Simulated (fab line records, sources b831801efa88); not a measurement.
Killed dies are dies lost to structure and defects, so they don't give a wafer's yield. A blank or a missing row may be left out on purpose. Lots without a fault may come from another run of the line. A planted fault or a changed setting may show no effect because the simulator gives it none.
One fault seen from 2 desks | flow sky130 | each desk has only its own numbers; what lay behind them comes last

THE TOOL OWNER'S DESK: implanter-01
The tool's own readings at SKY_LDD_P_IMPLANT_09: means of the sampled wafers that have a number, for each lot that ran on this tool. A lot is out of limits, marked OUT, if its mean lies more than 4 standard deviations from the usual mean; the brackets give that distance.
Columns: A = dose_ions_cm2 at SKY_LDD_P_IMPLANT_09, usual 1.0001e+13; B = faraday_current_uA at SKY_LDD_P_IMPLANT_09, usual 56.5
lot  | first seen here | A                            | B
L957 | day 20 20:08    | 9.9883e+12                   | 56.0
L961 | day 21 23:16    | 1.0007e+13                   | 55.3
L962 | day 22 15:10    | 1.0014e+13                   | 56.8
L965 | day 23 11:51    | 1.0004e+13                   | 56.0
L972 | day 25 21:25    | 9.9967e+11 (-99 or more) OUT | 5.7 (-46) OUT
L974 | day 26 18:02    | 9.9933e+11 (-99 or more) OUT | 5.7 (-46) OUT
This desk's finding: out of limits on L972, L974; first on L972, day 25 21:25 (dose_ions_cm2 at SKY_LDD_P_IMPLANT_09). In limits: L957, L961, L962, L965.

THE METROLOGY DESK
What the gauges read, lot by lot, whatever tool the lot ran on: means of the sampled wafers that have a number. A lot is out of limits, marked OUT, if its mean lies more than 4 standard deviations from the usual mean; the brackets give that distance.
Columns: A = POLY_GATE_CVD_00_THK at SKY_POLY_GATE_THK_MEAS_01, usual 180.3 nm; B = cd_nm at SKY_POLY_GATE_CD_MEAS_13, usual 150.3 nm; C = LDD_N_OVL at SKY_LDD_N_OVL_MEAS_07, usual 0.0 nm; D = LDD_P_TW at SKY_LDD_P_TW_MEAS_11, usual 632
lot  | first seen here | A     | B     | C    | D
L953 | day 14 07:10    | 179.5 | 154.2 | -1.8 | 638
L956 | day 15 02:17    | 181.6 | 149.8 | 1.1  | 624
L957 | day 15 14:43    | 178.9 | 151.8 | -0.6 | 633
L958 | day 15 19:18    | 179.0 | 148.8 | 2.4  | 633
L959 | day 16 01:35    | 181.2 | 152.2 | 0.8  | 628
L961 | day 16 17:25    | 180.6 | 150.3 | 0.5  | 630
L962 | day 17 06:37    | 180.8 | 150.6 | 0.4  | 636
L963 | day 17 12:48    | 179.8 | 149.9 | 0.0  | 627
L965 | day 18 05:14    | 179.0 | 150.7 | 0.9  | 626
L968 | day 19 05:53    | 179.4 | 150.1 | 1.8  | 637
L972 | day 20 15:48    | 181.2 | 149.9 | 0.0  | 317 (-57) OUT
L974 | day 21 12:58    | 180.7 | 149.1 | -1.7 | 309 (-59) OUT
L976 | day 21 20:34    | 180.7 | 148.2 | 1.3  | 629
This desk's finding: out of limits on L972, L974; first on L972, day 25 21:40 (LDD_P_TW at SKY_LDD_P_TW_MEAS_11). In limits: L953, L956, L957, L958, L959, L961, L962, L963, L965, L968, L976.

PUT TOGETHER
The tool owner's desk could have raised an alarm at day 25 21:25, on L972, L974.
The metrology desk could have raised an alarm at day 25 21:40, on L972, L974.
Of the lots named, all ran SKY_LDD_P_IMPLANT_09 on implanter-01.

WHAT THE SIMULATOR HAD PUT IN
Process parameter drift: implanter-01, from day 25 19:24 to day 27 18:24, at SKY_LDD_P_IMPLANT_09. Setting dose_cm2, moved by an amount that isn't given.
Lots struck among those shown: L972, L974.
Hours from the fault's start to each desk's first reading out of limits: the tool owner's desk, 2; the metrology desk, 2.
